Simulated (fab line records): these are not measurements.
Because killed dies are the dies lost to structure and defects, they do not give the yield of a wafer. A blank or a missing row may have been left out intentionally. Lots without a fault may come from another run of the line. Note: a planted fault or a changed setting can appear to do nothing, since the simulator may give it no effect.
Which tool is to blame? || flow sky130 || 42 wafers from 14 lots sampled at 6 of the route's 708 steps

WHAT THE GAUGES SHOWED, per wafer
SKY_LDD_P_CD_MEAS_07: the cd target is 380 nm.
{"lot": "L217", "measured": "day 19 05:17", "on": "cd_sem-01", "cd_nm (nm)": "374.3 376.2 375.2"}
{"lot": "L218", "measured": "day 19 05:53", "on": "cd_sem-02", "cd_nm (nm)": "383.7 380.9 381.4"}
{"lot": "L219", "measured": "day 19 20:07", "on": "cd_sem-01", "cd_nm (nm)": "380.1 380.5 379.9"}
{"lot": "L220", "measured": "day 20 04:35", "on": "cd_sem-02", "cd_nm (nm)": "383.4 381.9 384.4"}
{"lot": "L222", "measured": "day 20 19:11", "on": "cd_sem-01", "cd_nm (nm)": "381.8 382.6 381.7"}
{"lot": "L223", "measured": "day 21 23:58", "on": "cd_sem-01", "cd_nm (nm)": "380.8 379.1 381.4"}
{"lot": "L228", "measured": "day 23 11:14", "on": "cd_sem-02", "cd_nm (nm)": "380.7 380.3 379.5"}
{"lot": "L230", "measured": "day 24 07:14", "on": "cd_sem-01", "cd_nm (nm)": "373.5 378.3 377.3"}
{"lot": "L232", "measured": "day 24 20:37", "on": "cd_sem-02", "cd_nm (nm)": "382.5 380.7 382.5"}
{"lot": "L233", "measured": "day 24 20:59", "on": "cd_sem-02", "cd_nm (nm)": "384.3 384.7 383.3"}
{"lot": "L234", "measured": "day 25 01:05", "on": "cd_sem-02", "cd_nm (nm)": "378.0 380.0 382.2"}
{"lot": "L235", "measured": "day 25 13:20", "on": "cd_sem-01", "cd_nm (nm)": "380.1 378.1 377.3"}
{"lot": "L238", "measured": "day 26 12:20", "on": "cd_sem-01", "cd_nm (nm)": "379.5 379.8 381.8"}
{"lot": "L240", "measured": "day 26 23:43", "on": "cd_sem-01", "cd_nm (nm)": "378.8 379.9 379.3"}

SKY_LDD_HVP_TW_MEAS_10.
{"lot": "L217", "measured": "day 21 18:50", "on": "film_metro-03", "LDD_HVP_TW": "453 453 452"}
{"lot": "L218", "measured": "day 21 20:52", "on": "film_metro-04", "LDD_HVP_TW": "456 455 457"}
{"lot": "L219", "measured": "day 22 09:59", "on": "film_metro-03", "LDD_HVP_TW": "452 451 449"}
{"lot": "L220", "measured": "day 22 19:17", "on": "film_metro-03", "LDD_HVP_TW": "452 448 451"}
{"lot": "L222", "measured": "day 23 09:12", "on": "film_metro-04", "LDD_HVP_TW": "458 456 457"}
{"lot": "L223", "measured": "day 24 13:47", "on": "film_metro-01", "LDD_HVP_TW": "458 457 459"}
{"lot": "L228", "measured": "day 25 21:14", "on": "film_metro-01", "LDD_HVP_TW": "458 460 458"}
{"lot": "L230", "measured": "day 26 16:38", "on": "film_metro-04", "LDD_HVP_TW": "30 30 30"}
{"lot": "L232", "measured": "day 27 06:05", "on": "film_metro-03", "LDD_HVP_TW": "30 30 30"}
{"lot": "L233", "measured": "day 27 06:41", "on": "film_metro-01", "LDD_HVP_TW": "456 457 456"}
{"lot": "L234", "measured": "day 27 10:35", "on": "film_metro-04", "LDD_HVP_TW": "460 458 458"}
{"lot": "L235", "measured": "day 27 22:38", "on": "film_metro-04", "LDD_HVP_TW": "458 458 458"}
{"lot": "L238", "measured": "day 28 20:44", "on": "film_metro-01", "LDD_HVP_TW": "456 458 460"}
{"lot": "L240", "measured": "day 29 09:18", "on": "film_metro-04", "LDD_HVP_TW": "459 456 459"}

SKY_SPACER_THK_MEAS_01.
{"lot": "L217", "measured": "day 23 03:39", "on": "film_metro-03", "SPACER_CVD_00_THK (nm)": "42.4 42.7 42.6"}
{"lot": "L218", "measured": "day 23 06:13", "on": "film_metro-03", "SPACER_CVD_00_THK (nm)": "42.9 43.5 43.4"}
{"lot": "L219", "measured": "day 23 18:31", "on": "film_metro-03", "SPACER_CVD_00_THK (nm)": "42.8 43.0 43.1"}
{"lot": "L220", "measured": "day 24 03:57", "on": "film_metro-02", "SPACER_CVD_00_THK (nm)": "42.6 42.7 42.7"}
{"lot": "L222", "measured": "day 24 17:38", "on": "film_metro-04", "SPACER_CVD_00_THK (nm)": "42.9 43.1 43.0"}
{"lot": "L223", "measured": "day 26 08:58", "on": "film_metro-03", "SPACER_CVD_00_THK (nm)": "42.8 42.6 42.9"}
{"lot": "L228", "measured": "day 27 04:03", "on": "film_metro-04", "SPACER_CVD_00_THK (nm)": "42.1 42.2 42.2"}
{"lot": "L230", "measured": "day 28 04:20", "on": "film_metro-04", "SPACER_CVD_00_THK (nm)": "42.9 42.8 42.6"}
{"lot": "L232", "measured": "day 28 12:46", "on": "film_metro-03", "SPACER_CVD_00_THK (nm)": "42.9 43.0 42.9"}
{"lot": "L233", "measured": "day 28 12:46", "on": "film_metro-02", "SPACER_CVD_00_THK (nm)": "42.8 42.8 42.6"}
{"lot": "L234", "measured": "day 28 17:07", "on": "film_metro-02", "SPACER_CVD_00_THK (nm)": "42.7 43.2 43.5"}
{"lot": "L235", "measured": "day 29 05:00", "on": "film_metro-04", "SPACER_CVD_00_THK (nm)": "41.7 42.0 41.9"}
{"lot": "L238", "measured": "day 30 04:10", "on": "film_metro-02", "SPACER_CVD_00_THK (nm)": "42.8 42.6 42.8"}
{"lot": "L240", "measured": "day 30 15:08", "on": "film_metro-04", "SPACER_CVD_00_THK (nm)": "42.5 41.9 42.2"}

EACH LOT AND THE TOOL THAT RAN IT (in order: tool; ch and the chambers of the sampled wafers; start)
{"lot": "L217", "SKY_LDD_P_STRIP_10": "plasma_asher-01 ch 0, day 19 05:36", "SKY_LDD_HVN_STRIP_09": "plasma_asher-01 ch 0,1, day 20 11:50", "SKY_LDD_HVP_STRIP_09": "plasma_asher-03 ch 0,1, day 21 18:44"}
{"lot": "L218", "SKY_LDD_P_STRIP_10": "plasma_asher-03 ch 0,1, day 19 06:10", "SKY_LDD_HVN_STRIP_09": "plasma_asher-04 ch 0,1, day 20 13:12", "SKY_LDD_HVP_STRIP_09": "plasma_asher-04 ch 0,1, day 21 20:45"}
{"lot": "L219", "SKY_LDD_P_STRIP_10": "plasma_asher-03 ch 0,1, day 19 20:24", "SKY_LDD_HVN_STRIP_09": "plasma_asher-04 ch 0,1, day 21 03:05", "SKY_LDD_HVP_STRIP_09": "plasma_asher-02 ch 0,1, day 22 09:53"}
{"lot": "L220", "SKY_LDD_P_STRIP_10": "plasma_asher-02 ch 0,1, day 20 04:54", "SKY_LDD_HVN_STRIP_09": "plasma_asher-04 ch 0,1, day 21 11:53", "SKY_LDD_HVP_STRIP_09": "plasma_asher-04 ch 0,1, day 22 19:11"}
{"lot": "L222", "SKY_LDD_P_STRIP_10": "plasma_asher-02 ch 0,1, day 20 19:29", "SKY_LDD_HVN_STRIP_09": "plasma_asher-01 ch 0,1, day 22 02:35", "SKY_LDD_HVP_STRIP_09": "plasma_asher-03 ch 0,1, day 23 09:07"}
{"lot": "L223", "SKY_LDD_P_STRIP_10": "plasma_asher-02 ch 0,1, day 22 00:16", "SKY_LDD_HVN_STRIP_09": "plasma_asher-04 ch 0,1, day 23 07:23", "SKY_LDD_HVP_STRIP_09": "plasma_asher-02 ch 0,1, day 24 13:41"}
{"lot": "L228", "SKY_LDD_P_STRIP_10": "plasma_asher-02 ch 0,1, day 23 11:33", "SKY_LDD_HVN_STRIP_09": "plasma_asher-01 ch 0,1, day 24 16:47", "SKY_LDD_HVP_STRIP_09": "plasma_asher-02 ch 0,1, day 25 21:08"}
{"lot": "L230", "SKY_LDD_P_STRIP_10": "plasma_asher-02 ch 0,1, day 24 07:33", "SKY_LDD_HVN_STRIP_09": "plasma_asher-04 ch 0,1, day 25 12:23", "SKY_LDD_HVP_STRIP_09": "plasma_asher-02 ch 0,1, day 26 16:32"}
{"lot": "L232", "SKY_LDD_P_STRIP_10": "plasma_asher-01 ch 0,1, day 24 20:54", "SKY_LDD_HVN_STRIP_09": "plasma_asher-03 ch 0,1, day 26 02:11", "SKY_LDD_HVP_STRIP_09": "plasma_asher-04 ch 1, day 27 05:59"}
{"lot": "L233", "SKY_LDD_P_STRIP_10": "plasma_asher-03 ch 0,1, day 24 21:18", "SKY_LDD_HVN_STRIP_09": "plasma_asher-03 ch 0,1, day 26 02:29", "SKY_LDD_HVP_STRIP_09": "plasma_asher-03 ch 0,1, day 27 06:35"}
{"lot": "L234", "SKY_LDD_P_STRIP_10": "plasma_asher-01 ch 0,1, day 25 01:22", "SKY_LDD_HVN_STRIP_09": "plasma_asher-03 ch 0,1, day 26 06:04", "SKY_LDD_HVP_STRIP_09": "plasma_asher-04 ch 0,1, day 27 10:29"}
{"lot": "L235", "SKY_LDD_P_STRIP_10": "plasma_asher-01 ch 0,1, day 25 13:39", "SKY_LDD_HVN_STRIP_09": "plasma_asher-03 ch 0,1, day 26 17:56", "SKY_LDD_HVP_STRIP_09": "plasma_asher-03 ch 0,1, day 27 22:32"}
{"lot": "L238", "SKY_LDD_P_STRIP_10": "plasma_asher-01 ch 0,1, day 26 12:39", "SKY_LDD_HVN_STRIP_09": "plasma_asher-01 ch 1, day 27 17:08", "SKY_LDD_HVP_STRIP_09": "plasma_asher-02 ch 0,1, day 28 20:38"}
{"lot": "L240", "SKY_LDD_P_STRIP_10": "plasma_asher-01 ch 0,1, day 27 00:01", "SKY_LDD_HVN_STRIP_09": "plasma_asher-03 ch 0,1, day 28 05:29", "SKY_LDD_HVP_STRIP_09": "plasma_asher-02 ch 0,1, day 29 09:12"}
- SKY_LDD_P_STRIP_10: strips in O2/N2.
- SKY_LDD_HVN_STRIP_09: strips in O2/N2.
- SKY_LDD_HVP_STRIP_09: strips in O2/N2.

WHAT THE TOOLS THEMSELVES READ (means of the sampled wafers that have a number; where no wafer has one, the mark that the record gives instead)
SKY_LDD_P_STRIP_10.
{"lot": "L217", "tool": "plasma_asher-01", "chamber_pressure_mTorr (mTorr)": 1500.1, "drypump_motor_current_A (A)": 5.5, "oes_product_au (a.u.)": 0.712, "strip_time_to_endpoint_s (s)": 14.16}
{"lot": "L218", "tool": "plasma_asher-03", "chamber_pressure_mTorr (mTorr)": 1499.5, "drypump_motor_current_A (A)": 5.7, "oes_product_au (a.u.)": 0.718, "strip_time_to_endpoint_s (s)": 14.11}
{"lot": "L219", "tool": "plasma_asher-03", "chamber_pressure_mTorr (mTorr)": 1500.9, "drypump_motor_current_A (A)": 5.7, "oes_product_au (a.u.)": 0.716, "strip_time_to_endpoint_s (s)": 14.13}
{"lot": "L220", "tool": "plasma_asher-02", "chamber_pressure_mTorr (mTorr)": 1500.0, "drypump_motor_current_A (A)": 5.5, "oes_product_au (a.u.)": 0.711, "strip_time_to_endpoint_s (s)": 14.16}
{"lot": "L222", "tool": "plasma_asher-02", "chamber_pressure_mTorr (mTorr)": 1500.0, "drypump_motor_current_A (A)": 5.5, "oes_product_au (a.u.)": 0.720, "strip_time_to_endpoint_s (s)": 14.11}
{"lot": "L223", "tool": "plasma_asher-02", "chamber_pressure_mTorr (mTorr)": 1500.5, "drypump_motor_current_A (A)": 5.1, "oes_product_au (a.u.)": 0.716, "strip_time_to_endpoint_s (s)": 14.07}
{"lot": "L228", "tool": "plasma_asher-02", "chamber_pressure_mTorr (mTorr)": 1500.1, "drypump_motor_current_A (A)": 5.5, "oes_product_au (a.u.)": 0.716, "strip_time_to_endpoint_s (s)": 14.19}
{"lot": "L230", "tool": "plasma_asher-02", "chamber_pressure_mTorr (mTorr)": 1499.6, "drypump_motor_current_A (A)": 5.1, "oes_product_au (a.u.)": 0.717, "strip_time_to_endpoint_s (s)": 14.19}
{"lot": "L232", "tool": "plasma_asher-01", "chamber_pressure_mTorr (mTorr)": 1499.1, "drypump_motor_current_A (A)": 5.5, "oes_product_au (a.u.)": 0.715, "strip_time_to_endpoint_s (s)": 14.13}
{"lot": "L233", "tool": "plasma_asher-03", "chamber_pressure_mTorr (mTorr)": 1500.0, "drypump_motor_current_A (A)": 5.7, "oes_product_au (a.u.)": 0.718, "strip_time_to_endpoint_s (s)": 14.17}
{"lot": "L234", "tool": "plasma_asher-01", "chamber_pressure_mTorr (mTorr)": 1500.4, "drypump_motor_current_A (A)": 5.5, "oes_product_au (a.u.)": 0.717, "strip_time_to_endpoint_s (s)": 14.19}
{"lot": "L235", "tool": "plasma_asher-01", "chamber_pressure_mTorr (mTorr)": 1500.2, "drypump_motor_current_A (A)": 5.5, "oes_product_au (a.u.)": 0.712, "strip_time_to_endpoint_s (s)": 14.17}
{"lot": "L238", "tool": "plasma_asher-01", "chamber_pressure_mTorr (mTorr)": 1500.6, "drypump_motor_current_A (A)": 5.5, "oes_product_au (a.u.)": 0.716, "strip_time_to_endpoint_s (s)": 14.16}
{"lot": "L240", "tool": "plasma_asher-01", "chamber_pressure_mTorr (mTorr)": 1499.5, "drypump_motor_current_A (A)": 5.5, "oes_product_au (a.u.)": 0.714, "strip_time_to_endpoint_s (s)": 14.15}

SKY_LDD_HVN_STRIP_09.
{"lot": "L217", "tool": "plasma_asher-01", "chamber_pressure_mTorr (mTorr)": 1500.7, "drypump_motor_current_A (A)": 5.46, "oes_product_au (a.u.)": 0.412, "strip_time_to_endpoint_s (s)": 4.150}
{"lot": "L218", "tool": "plasma_asher-04", "chamber_pressure_mTorr (mTorr)": 1500.9, "drypump_motor_current_A (A)": 5.44, "oes_product_au (a.u.)": 0.411, "strip_time_to_endpoint_s (s)": 4.112}
{"lot": "L219", "tool": "plasma_asher-04", "chamber_pressure_mTorr (mTorr)": 1500.5, "drypump_motor_current_A (A)": 5.45, "oes_product_au (a.u.)": 0.406, "strip_time_to_endpoint_s (s)": 4.119}
{"lot": "L220", "tool": "plasma_asher-04", "chamber_pressure_mTorr (mTorr)": 1499.7, "drypump_motor_current_A (A)": 5.22, "oes_product_au (a.u.)": 0.405, "strip_time_to_endpoint_s (s)": 4.140}
{"lot": "L222", "tool": "plasma_asher-01", "chamber_pressure_mTorr (mTorr)": 1500.6, "drypump_motor_current_A (A)": 5.50, "oes_product_au (a.u.)": 0.410, "strip_time_to_endpoint_s (s)": 4.149}
{"lot": "L223", "tool": "plasma_asher-04", "chamber_pressure_mTorr (mTorr)": 1498.9, "drypump_motor_current_A (A)": 5.24, "oes_product_au (a.u.)": 0.409, "strip_time_to_endpoint_s (s)": 4.141}
{"lot": "L228", "tool": "plasma_asher-01", "chamber_pressure_mTorr (mTorr)": 1500.0, "drypump_motor_current_A (A)": 5.50, "oes_product_au (a.u.)": 0.407, "strip_time_to_endpoint_s (s)": 4.126}
{"lot": "L230", "tool": "plasma_asher-04", "chamber_pressure_mTorr (mTorr)": "-", "drypump_motor_current_A (A)": "-", "oes_product_au (a.u.)": "-", "strip_time_to_endpoint_s (s)": "-"}
{"lot": "L232", "tool": "plasma_asher-03", "chamber_pressure_mTorr (mTorr)": "-", "drypump_motor_current_A (A)": "-", "oes_product_au (a.u.)": "-", "strip_time_to_endpoint_s (s)": "-"}
{"lot": "L233", "tool": "plasma_asher-03", "chamber_pressure_mTorr (mTorr)": 1499.3, "drypump_motor_current_A (A)": 5.86, "oes_product_au (a.u.)": 0.406, "strip_time_to_endpoint_s (s)": 4.131}
{"lot": "L234", "tool": "plasma_asher-03", "chamber_pressure_mTorr (mTorr)": 1499.9, "drypump_motor_current_A (A)": 5.87, "oes_product_au (a.u.)": 0.408, "strip_time_to_endpoint_s (s)": 4.127}
{"lot": "L235", "tool": "plasma_asher-03", "chamber_pressure_mTorr (mTorr)": 1499.3, "drypump_motor_current_A (A)": 5.68, "oes_product_au (a.u.)": 0.408, "strip_time_to_endpoint_s (s)": 4.141}
{"lot": "L238", "tool": "plasma_asher-01", "chamber_pressure_mTorr (mTorr)": 1499.9, "drypump_motor_current_A (A)": 5.50, "oes_product_au (a.u.)": 0.405, "strip_time_to_endpoint_s (s)": 4.112}
{"lot": "L240", "tool": "plasma_asher-03", "chamber_pressure_mTorr (mTorr)": 1498.9, "drypump_motor_current_A (A)": 5.69, "oes_product_au (a.u.)": 0.407, "strip_time_to_endpoint_s (s)": 4.144}

SKY_LDD_HVP_STRIP_09.
{"lot": "L217", "tool": "plasma_asher-03", "chamber_pressure_mTorr (mTorr)": 1499.0, "drypump_motor_current_A (A)": 5.9, "oes_product_au (a.u.)": 0.409, "strip_time_to_endpoint_s (s)": 4.132}
{"lot": "L218", "tool": "plasma_asher-04", "chamber_pressure_mTorr (mTorr)": 1501.0, "drypump_motor_current_A (A)": 5.5, "oes_product_au (a.u.)": 0.408, "strip_time_to_endpoint_s (s)": 4.147}
{"lot": "L219", "tool": "plasma_asher-02", "chamber_pressure_mTorr (mTorr)": 1500.5, "drypump_motor_current_A (A)": 5.1, "oes_product_au (a.u.)": 0.403, "strip_time_to_endpoint_s (s)": 4.134}
{"lot": "L220", "tool": "plasma_asher-04", "chamber_pressure_mTorr (mTorr)": 1499.3, "drypump_motor_current_A (A)": 5.4, "oes_product_au (a.u.)": 0.407, "strip_time_to_endpoint_s (s)": 4.111}
{"lot": "L222", "tool": "plasma_asher-03", "chamber_pressure_mTorr (mTorr)": 1500.8, "drypump_motor_current_A (A)": 5.8, "oes_product_au (a.u.)": 0.405, "strip_time_to_endpoint_s (s)": 4.143}
{"lot": "L223", "tool": "plasma_asher-02", "chamber_pressure_mTorr (mTorr)": 1500.5, "drypump_motor_current_A (A)": 5.1, "oes_product_au (a.u.)": 0.406, "strip_time_to_endpoint_s (s)": 4.115}
{"lot": "L228", "tool": "plasma_asher-02", "chamber_pressure_mTorr (mTorr)": 1500.6, "drypump_motor_current_A (A)": 5.5, "oes_product_au (a.u.)": 0.404, "strip_time_to_endpoint_s (s)": 4.124}
{"lot": "L230", "tool": "plasma_asher-02", "chamber_pressure_mTorr (mTorr)": 1498.2, "drypump_motor_current_A (A)": 5.1, "oes_product_au (a.u.)": 0.607, "strip_time_to_endpoint_s (s)": 8.946}
{"lot": "L232", "tool": "plasma_asher-04", "chamber_pressure_mTorr (mTorr)": 1501.4, "drypump_motor_current_A (A)": 5.0, "oes_product_au (a.u.)": 0.604, "strip_time_to_endpoint_s (s)": 8.934}
{"lot": "L233", "tool": "plasma_asher-03", "chamber_pressure_mTorr (mTorr)": 1499.6, "drypump_motor_current_A (A)": 5.7, "oes_product_au (a.u.)": 0.412, "strip_time_to_endpoint_s (s)": 4.138}
{"lot": "L234", "tool": "plasma_asher-04", "chamber_pressure_mTorr (mTorr)": 1500.8, "drypump_motor_current_A (A)": 5.4, "oes_product_au (a.u.)": 0.406, "strip_time_to_endpoint_s (s)": 4.144}
{"lot": "L235", "tool": "plasma_asher-03", "chamber_pressure_mTorr (mTorr)": 1500.7, "drypump_motor_current_A (A)": 5.7, "oes_product_au (a.u.)": 0.404, "strip_time_to_endpoint_s (s)": 4.137}
{"lot": "L238", "tool": "plasma_asher-02", "chamber_pressure_mTorr (mTorr)": 1500.6, "drypump_motor_current_A (A)": 5.1, "oes_product_au (a.u.)": 0.407, "strip_time_to_endpoint_s (s)": 4.132}
{"lot": "L240", "tool": "plasma_asher-02", "chamber_pressure_mTorr (mTorr)": 1499.9, "drypump_motor_current_A (A)": 5.4, "oes_product_au (a.u.)": 0.406, "strip_time_to_endpoint_s (s)": 4.137}

THE ANSWER, worked out from the rows above alone
Rule: what is usual is taken from the lots themselves. Put in order of their means at a reading, lots are off if they are a third of the lots or fewer, leave a main group of 4 or more, and stand apart from it by a gap of 3 or more times the standard deviation of the main group's means; of several such gaps the widest counts. If all means in a main group match to the digits the tables above print for the reading, that group is not used. A lot without any number at a reading at which 4 lots or more have one is off too. Where the step has rows for the other lots, those lots are counted as sound. Order of review: gauges by route order, followed by the tools' own readings, for which a lot's mean as printed above is used. The first step at which some lot is off is used, and at that step the reading that is off furthest; a lot without a number counts as furthest.
Off: L230, L232, at SKY_LDD_HVP_TW_MEAS_10 (LDD_HVP_TW). The main group has a mean of 456 with a standard deviation of 2.9.
If a tool, at a process step before that reading, ran all the lots that are off and no sound lot after the first of them, it fits. Not tried: the gauges at SKY_LDD_HVP_TW_MEAS_10; whatever is off there is also off at SKY_LDD_HVN_STRIP_09, on other tools, and gauge error can't account for it. None of those tried fits.

WHAT WAS PUT IN BY THE SIMULATOR
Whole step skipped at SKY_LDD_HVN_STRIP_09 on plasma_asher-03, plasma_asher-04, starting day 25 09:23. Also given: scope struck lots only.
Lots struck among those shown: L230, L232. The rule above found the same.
